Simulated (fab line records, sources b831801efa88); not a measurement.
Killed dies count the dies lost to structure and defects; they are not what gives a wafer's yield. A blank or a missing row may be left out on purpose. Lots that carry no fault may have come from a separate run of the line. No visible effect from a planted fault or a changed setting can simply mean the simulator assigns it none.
What tool caused it? / flow sky130 / 14 lots with 42 wafers sampled at 3 steps, on a route of 708 steps

## WHAT THE GAUGES SHOWED, per wafer
SKY_CAPM_THK_MEAS_01.
lot=L964; measured=day 37 01:22; on=film-metro-01; CAPM_CVD_00_THK (nm)=15.81 15.40 16.19
lot=L965; measured=day 37 05:26; on=film-metro-02; CAPM_CVD_00_THK (nm)=15.86 15.72 15.55
lot=L966; measured=day 38 01:20; on=film-metro-01; CAPM_CVD_00_THK (nm)=15.49 15.82 16.05
lot=L967; measured=day 39 01:28; on=film-metro-02; CAPM_CVD_00_THK (nm)=15.54 15.68 15.56
lot=L969; measured=day 39 07:05; on=film-metro-03; CAPM_CVD_00_THK (nm)=15.69 15.47 15.29
lot=L970; measured=day 39 23:35; on=film-metro-03; CAPM_CVD_00_THK (nm)=15.48 15.63 15.88
lot=L971; measured=day 40 02:05; on=film-metro-01; CAPM_CVD_00_THK (nm)=15.10 15.47 15.94
lot=L972; measured=day 40 03:58; on=film-metro-03; CAPM_CVD_00_THK (nm)=15.36 15.51 15.52
lot=L974; measured=day 40 05:30; on=film-metro-02; CAPM_CVD_00_THK (nm)=15.05 15.39 15.45
lot=L977; measured=day 41 15:12; on=film-metro-01; CAPM_CVD_00_THK (nm)=15.22 15.67 15.71
lot=L979; measured=day 41 23:29; on=film-metro-02; CAPM_CVD_00_THK (nm)=15.20 15.06 15.55
lot=L980; measured=day 42 01:47; on=film-metro-02; CAPM_CVD_00_THK (nm)=15.28 15.49 15.79
lot=L982; measured=day 42 06:02; on=film-metro-02; CAPM_CVD_00_THK (nm)=15.60 15.29 15.72
lot=L985; measured=day 43 06:47; on=film-metro-01; CAPM_CVD_00_THK (nm)=15.12 15.39 15.20

SKY_VIA3_THK_MEAS_01.
lot=L964; measured=day 39 05:13; on=film-metro-03; VIA3_HDPCVD_THK (nm)=1651 1635 1634
lot=L965; measured=day 39 10:01; on=film-metro-03; VIA3_HDPCVD_THK (nm)=1641 1645 1610
lot=L966; measured=day 40 06:44; on=film-metro-02; VIA3_HDPCVD_THK (nm)=1622 1650 1619
lot=L967; measured=day 41 05:40; on=film-metro-03; VIA3_HDPCVD_THK (nm)=1627 1619 1653
lot=L969; measured=day 41 11:08; on=film-metro-02; VIA3_HDPCVD_THK (nm)=1654 1652 1640
lot=L970; measured=day 42 02:00; on=film-metro-04; VIA3_HDPCVD_THK (nm)=1632 1602 1626
lot=L971; measured=day 42 03:43; on=film-metro-04; VIA3_HDPCVD_THK (nm)=1631 1620 1600
lot=L972; measured=day 42 06:12; on=film-metro-03; VIA3_HDPCVD_THK (nm)=1630 1593 1597
lot=L974; measured=day 42 07:22; on=film-metro-03; VIA3_HDPCVD_THK (nm)=1600 1616 1620
lot=L977; measured=day 43 16:59; on=film-metro-03; VIA3_HDPCVD_THK (nm)=1622 1611 1297
lot=L979; measured=day 44 01:05; on=film-metro-03; VIA3_HDPCVD_THK (nm)=1289 1620 1601
lot=L980; measured=day 44 03:08; on=film-metro-02; VIA3_HDPCVD_THK (nm)=1647 1651 1665
lot=L982; measured=day 44 07:16; on=film-metro-02; VIA3_HDPCVD_THK (nm)=1644 1633 1642
lot=L985; measured=day 45 05:41; on=film-metro-02; VIA3_HDPCVD_THK (nm)=1684 1639 1672

## WHAT TOOL EACH LOT RAN ON (gives the tool, then ch and the chambers of the sampled wafers, and finally the start)
lot=L964; SKY_VIA3_HDPCVD_00=hdpcvd-01 ch 1,2, day 39 05:02
lot=L965; SKY_VIA3_HDPCVD_00=hdpcvd-01 ch 0,1, day 39 09:50
lot=L966; SKY_VIA3_HDPCVD_00=hdpcvd-01 ch 0,2, day 40 06:34
lot=L967; SKY_VIA3_HDPCVD_00=hdpcvd-02 ch 0,1,2, day 41 05:29
lot=L969; SKY_VIA3_HDPCVD_00=hdpcvd-02 ch 0,1,2, day 41 10:59
lot=L970; SKY_VIA3_HDPCVD_00=hdpcvd-01 ch 0,2, day 42 01:49
lot=L971; SKY_VIA3_HDPCVD_00=hdpcvd-01 ch 0,1,2, day 42 03:33
lot=L972; SKY_VIA3_HDPCVD_00=hdpcvd-01 ch 0,2, day 42 06:01
lot=L974; SKY_VIA3_HDPCVD_00=hdpcvd-01 ch 0,1, day 42 07:10
lot=L977; SKY_VIA3_HDPCVD_00=hdpcvd-01 ch 1,2, day 43 16:47
lot=L979; SKY_VIA3_HDPCVD_00=hdpcvd-01 ch 1,2, day 44 00:55
lot=L980; SKY_VIA3_HDPCVD_00=hdpcvd-02 ch 0,1,2, day 44 02:58
lot=L982; SKY_VIA3_HDPCVD_00=hdpcvd-02 ch 0,1,2, day 44 07:06
lot=L985; SKY_VIA3_HDPCVD_00=hdpcvd-02 ch 0,1, day 45 05:31
- SKY_VIA3_HDPCVD_00: deposits SiO2, target thk 1635 nm, time 272.5 s.

## AS READ BY THE TOOLS THEMSELVES (means over the sampled wafers that have a number; for cases with no such wafer, the mark the record gives instead)
The record holds no such reading with a usual standard deviation.

## THE ANSWER, worked out from the rows above alone
Rule: the lots themselves supply what counts as usual. The widest of any qualifying gaps counts: lots, ordered by their means at a reading, are off when they make up no more than a third of the lots, leave a main group of 4 or more, and stand apart from it by 3 or more times the standard deviation of that group's means. A main group is skipped when, at the precision printed for the reading in the tables above, its means are all equal. A lot without any number at a reading at which 4 lots or more have one is off too. The other lots that the step has rows for count as sound. After the gauges, taken in route order, come the tools' own readings; for these a lot's mean is taken, as printed above. At the first step where some lot is off, the reading lying furthest off is the one used; lots without a number count as furthest.
Off: L977, L979, at SKY_VIA3_THK_MEAS_01 (VIA3_HDPCVD_THK). Main group: mean 1633 nm, sd 17.
If a tool, at a process step before that reading, ran all the lots that are off and no sound lot after the first of them, it fits. The gauges at SKY_VIA3_THK_MEAS_01 are tried like those tools. 2 tools fit, hdpcvd-01 at SKY_VIA3_HDPCVD_00 and film-metro-03 at SKY_VIA3_THK_MEAS_01, so this cannot tell which one it is.

## WHAT THE SIMULATOR HAD PUT IN
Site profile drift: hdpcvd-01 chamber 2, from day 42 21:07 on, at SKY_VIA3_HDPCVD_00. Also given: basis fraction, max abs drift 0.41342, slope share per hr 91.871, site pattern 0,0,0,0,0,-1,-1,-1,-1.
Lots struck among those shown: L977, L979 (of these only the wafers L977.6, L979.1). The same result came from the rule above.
